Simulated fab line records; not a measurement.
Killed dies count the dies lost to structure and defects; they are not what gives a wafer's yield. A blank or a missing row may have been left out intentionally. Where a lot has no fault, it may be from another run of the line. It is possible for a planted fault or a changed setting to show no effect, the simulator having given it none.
Problem report, 8D (eight disciplines) form, completed by code / flow sky130 / the parts of the form that need people (team, actions taken, sign-off) are left out

== 1. THE PROBLEM ==
Wafers without a fault read 2999.7 rpm, standard deviation 2; spin_speed_rpm at SKY_LDD_P_COAT_02 reads a mean of 2912.7 rpm on 9 wafers belonging to 3 lots. That is -43 standard deviations from the usual mean.
The step: resist thk 1140 nm.
Earliest sighting: wafer L488.1 on litho_track-03 at day 23 09:43. The record holds 33 wafers of 11 lots with a number at this step. Rule for "out", or "out of limits": more than 4 standard deviations from the usual mean. All remaining wafers that have a number are taken as sound.

== 2. WHAT IT IS AND WHAT IT IS NOT ==
question=which readings at this step | is=spin_speed_rpm | is not=-
question=which lots | is=L488, L490, L491 | is not=L477, L479, L480, L481, L482, L493, L497, L500
question=which wafers of those lots | is=all that have a number | is not=-
question=read on which tools | is=litho_track-03 | is not=litho_track-01, litho_track-02
question=when | is=from day 23 09:43 | is not=up to then (15 sound wafers); but 9 sound wafers of L493, L497, L500 came after

== 3. WHAT RULES OUT EACH SUSPECT ==
Counting: any tool at a process step up to the reading is kept as a suspect provided that every lot that is out went through it and no sound lot did after the first of them.
- cmp-01 at SKY_FIELD_ISO_CMP_27 (polishes, stops on Si3N4, t overpolish 16 s, target thk 457.8 nm): ruled out as a lasting fault. Following L488 (day 4 22:46), the first lot on it that is out, the sound lots L497 were run on it.
- plasma_asher-03 at SKY_DNWELL_STRIP_08 (strips in O2/N2): ruled out as a lasting fault. Following L488 (day 5 20:43), the first lot on it that is out, the sound lots L497 were run on it.
- litho_track-03 at SKY_LDD_P_COAT_02 (resist thk 1140 nm): kept. Every lot that is out went through it, starting with L488 (day 23 09:43), and after that it ran no sound lot; the last sound lot it ran before then is L481 (day 19 20:52). Its own spin_speed_rpm readings are out on those wafers.
Left after counting: litho_track-03 at SKY_LDD_P_COAT_02.

== 4. THE CAUSE (what the simulator had put in) ==
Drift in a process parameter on litho_track-03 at SKY_LDD_P_COAT_02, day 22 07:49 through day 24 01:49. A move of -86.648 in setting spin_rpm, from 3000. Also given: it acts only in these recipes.
Counting left only this tool.

== 5. THE CHAIN OF EFFECTS, in route order ==
One row per reading whose mean, taken over the struck wafers that have a number, lies over 3 standard deviations from the usual. Readings are gone through only where the record gives a usual standard deviation; hours: the median, over the lots, of the time from a lot's start at the first step in this table giving one to that lot's start at this step; sigmas: the change measured in usual standard deviations.
hours=0; step=SKY_LDD_P_COAT_02; reading=spin_speed_rpm; usual=2999.7 rpm; on struck wafers=2912.7; change=-87.0; sigmas=-43
hours=15; step=SKY_LDD_P_STRIP_10; reading=strip_time_to_endpoint_s; usual=14.17 s; on struck wafers=14.31; change=+0.14; sigmas=+3.3
Here are the process steps it includes:
- SKY_LDD_P_COAT_02: resist thk 1140 nm.
- SKY_LDD_P_STRIP_10: strips in O2/N2.

== 6. WHAT WOULD HAVE CAUGHT IT SOONER ==
In this record the first reading out of limits was taken at day 23 09:43, 26 hours after the fault began at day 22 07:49.
